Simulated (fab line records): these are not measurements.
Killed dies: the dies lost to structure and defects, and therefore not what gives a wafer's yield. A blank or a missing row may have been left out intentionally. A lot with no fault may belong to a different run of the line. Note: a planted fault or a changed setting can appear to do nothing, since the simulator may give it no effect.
Which tool is to blame? | flow gf180mcu | Sampling: 15 lots, 44 wafers, 5 of 602 route steps

== WHAT THE GAUGES SHOWED, per wafer ==
GF_NSD_TW_MEAS_12. Usual: NSD_TW 4259, standard deviation 30.
lot  | measured     | on            | NSD_TW         | flag
L726 | day 13 09:46 | film_metro-02 | 4255 4278 4261 |
L728 | day 13 22:19 | film_metro-03 | 4250 4273 4302 |
L730 | day 14 19:38 | film_metro-03 | 4233 4252 4244 |
L732 | day 15 04:02 | film_metro-03 | 4200 4197 4196 |
L733 | day 15 12:32 | film_metro-02 | 4267 4247 4267 |
L734 | day 16 01:49 | film_metro-03 | 4239 4244 4231 |
L735 | day 16 05:00 | film_metro-01 | 4303 4278 4304 |
L736 | day 16 18:41 | film_metro-03 | 4224 4218 4226 |
L737 | day 16 23:15 | film_metro-02 | 4243 4249 4285 |
L738 | day 17 09:53 | film_metro-02 | 4288 4305 4296 |
L739 | day 17 17:28 | film_metro-01 | 4297 4296 4301 |
L741 | day 18 09:07 | film_metro-02 | 4247 4253 4244 |
L742 | day 18 14:04 | film_metro-02 | 4269 4268 4253 |
L743 | day 19 03:18 | film_metro-03 | 4247 4241 4239 |
L744 | day 19 11:00 | film_metro-01 | 4307 4277      |

GF_SAB_CD_MEAS_09: target cd 420 nm. Usual: 420.1 nm for cd_nm, sd 2.5.
lot  | measured     | on        | cd_nm (nm)        | flag
L726 | day 15 03:50 | cd_sem-02 | 420.1 420.3 421.4 |
L728 | day 15 17:22 | cd_sem-01 | 421.0 421.5 421.5 |
L730 | day 16 15:23 | cd_sem-02 | 417.8 416.8 418.4 |
L732 | day 17 00:29 | cd_sem-01 | 420.9 418.5 419.9 |
L733 | day 17 07:07 | cd_sem-02 | 416.2 417.2 417.2 |
L734 | day 17 22:14 | cd_sem-01 | 420.5 418.0 421.4 |
L735 | day 18 01:07 | cd_sem-02 | 423.9 423.8 421.9 |
L736 | day 18 15:20 | cd_sem-01 | 421.7 422.5 424.0 |
L737 | day 18 19:29 | cd_sem-01 | 418.9 420.3 420.0 |
L738 | day 19 08:32 | cd_sem-02 | 421.6 421.8 423.2 |
L739 | day 19 16:44 | cd_sem-01 | 418.6 415.5 416.4 |
L741 | day 20 10:02 | cd_sem-02 | 418.0 420.2 418.8 |
L742 | day 20 14:17 | cd_sem-02 | 310.4 310.1 422.5 | OFF
L743 | day 21 03:58 | cd_sem-01 | 307.6 420.4 420.4 | OFF
L744 | day 21 11:56 | cd_sem-01 | 299.7 416.4       | OFF

GF_SAB_OVL_MEAS_10. Usual: SAB_OVL -0.9 nm, standard deviation 1.1.
lot  | measured     | on         | SAB_OVL (nm)   | flag
L726 | day 15 03:56 | overlay-01 | 0.1 -1.4 -2.2  |
L728 | day 15 17:28 | overlay-01 | 0.0 0.2 1.5    |
L730 | day 16 15:31 | overlay-01 | -2.6 -1.8 -2.8 |
L732 | day 17 00:34 | overlay-01 | -1.5 -1.8 -1.4 |
L733 | day 17 07:13 | overlay-02 | -0.9 -0.9 -1.4 |
L734 | day 17 22:22 | overlay-02 | -1.2 -1.8 -0.5 |
L735 | day 18 01:13 | overlay-02 | -1.2 -2.4 -3.0 |
L736 | day 18 15:28 | overlay-02 | -2.0 -2.1 -0.8 |
L737 | day 18 19:37 | overlay-01 | 0.2 -0.9 -0.7  |
L738 | day 19 08:40 | overlay-02 | -3.2 0.2 1.0   |
L739 | day 19 16:49 | overlay-02 | -0.7 -0.8 0.8  |
L741 | day 20 10:07 | overlay-01 | 0.0 -1.9 -1.3  |
L742 | day 20 14:25 | overlay-01 | -0.4 -0.7 -1.1 |
L743 | day 21 04:04 | overlay-02 | -0.1 -1.3 -0.9 |
L744 | day 21 12:04 | overlay-02 | 0.5 -1.5       |

GF_SALICIDE_RS_MEAS_04: the measuring method here is four-point-probe. Usual: SALICIDE_TIN_RS 16.36 ohm/sq, standard deviation 0.29.
lot  | measured     | on            | SALICIDE_TIN_RS (ohm/sq) | flag
L726 | day 15 04:23 | film_metro-04 | 16.05 15.91 15.90        |
L728 | day 15 17:55 | film_metro-03 | 16.64 16.67 16.47        |
L730 | day 16 15:58 | film_metro-04 | 16.55 16.52 16.54        |
L732 | day 17 01:02 | film_metro-02 | 16.89 16.72 16.59        |
L733 | day 17 07:40 | film_metro-03 | 16.42 16.61 16.93        |
L734 | day 17 22:47 | film_metro-02 | 16.58 16.54 16.82        |
L735 | day 18 01:40 | film_metro-03 | 16.92 16.83 17.02        |
L736 | day 18 15:54 | film_metro-02 | 16.44 16.48 16.20        |
L737 | day 18 20:02 | film_metro-03 | 15.98 16.08 16.09        |
L738 | day 19 09:07 | film_metro-03 | 16.79 16.54 16.78        |
L739 | day 19 17:16 | film_metro-02 | 16.16 16.54 16.34        |
L741 | day 20 10:35 | film_metro-04 | 16.07 16.39 16.13        |
L742 | day 20 14:53 | film_metro-02 | 16.20                    |
L743 | day 21 04:32 | film_metro-03 | 16.06 15.85              |
L744 | day 21 12:34 | film_metro-03 | 16.21                    |

== TOOL THAT RAN EACH LOT (tool first, then ch and the chambers of the sampled wafers, then the start) ==
lot  | GF_SAB_EXPOSE_06
L726 | iline_stepper-02 ch 0, day 14 17:32
L728 | iline_stepper-01 ch 0, day 15 06:53
L730 | iline_stepper-01 ch 0, day 16 04:23
L732 | iline_stepper-01 ch 0, day 16 13:39
L733 | iline_stepper-02 ch 0, day 16 20:56
L734 | iline_stepper-01 ch 0, day 17 11:23
L735 | iline_stepper-02 ch 0, day 17 14:35
L736 | iline_stepper-02 ch 0, day 18 04:32
L737 | iline_stepper-01 ch 0, day 18 07:44
L738 | iline_stepper-01 ch 0, day 18 20:44
L739 | iline_stepper-01 ch 0, day 19 04:31
L741 | iline_stepper-01 ch 0, day 19 22:38
L742 | iline_stepper-01 ch 0, day 20 03:17
L743 | iline_stepper-01 ch 0, day 20 15:24
L744 | iline_stepper-01 ch 0, day 21 00:11
- GF_SAB_EXPOSE_06: exposes mask SAB, target cd 420 nm.

== WHAT THE TOOLS THEMSELVES READ (means of the sampled wafers that have a number; where no wafer has one, the mark that the record gives instead) ==
The record holds no such reading with a usual standard deviation.

== THE ANSWER, worked out from the rows above alone ==
Rule: lot off if the mean of its wafers having a number is beyond 3 standard deviations from the usual mean. Also off: a lot with no number at a reading for which 4 or more lots have one. Any other lot the step has rows for is counted as sound. The gauges are gone through in route order, then the tools' own readings, and for those a lot's mean is taken as printed above. At the first step where some lot is off, the reading lying furthest off is the one used; lots without a number count as furthest.
Off: L742, L743, L744, at GF_SAB_CD_MEAS_09 (cd_nm).
If a tool, at a process step before that reading, ran all the lots that are off and no sound lot after the first of them, it fits. The gauges at GF_SAB_CD_MEAS_09 are tried like those tools. One fits: iline_stepper-01 at GF_SAB_EXPOSE_06. Its last sound lot is L741 (day 19 22:38), its first lot that is off L742 (day 20 03:17): a fault that began between those two fits.

== WHAT THE SIMULATOR HAD PUT IN ==
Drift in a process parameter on iline_stepper-01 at GF_SAB_EXPOSE_06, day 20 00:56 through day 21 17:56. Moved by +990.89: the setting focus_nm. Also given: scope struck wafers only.
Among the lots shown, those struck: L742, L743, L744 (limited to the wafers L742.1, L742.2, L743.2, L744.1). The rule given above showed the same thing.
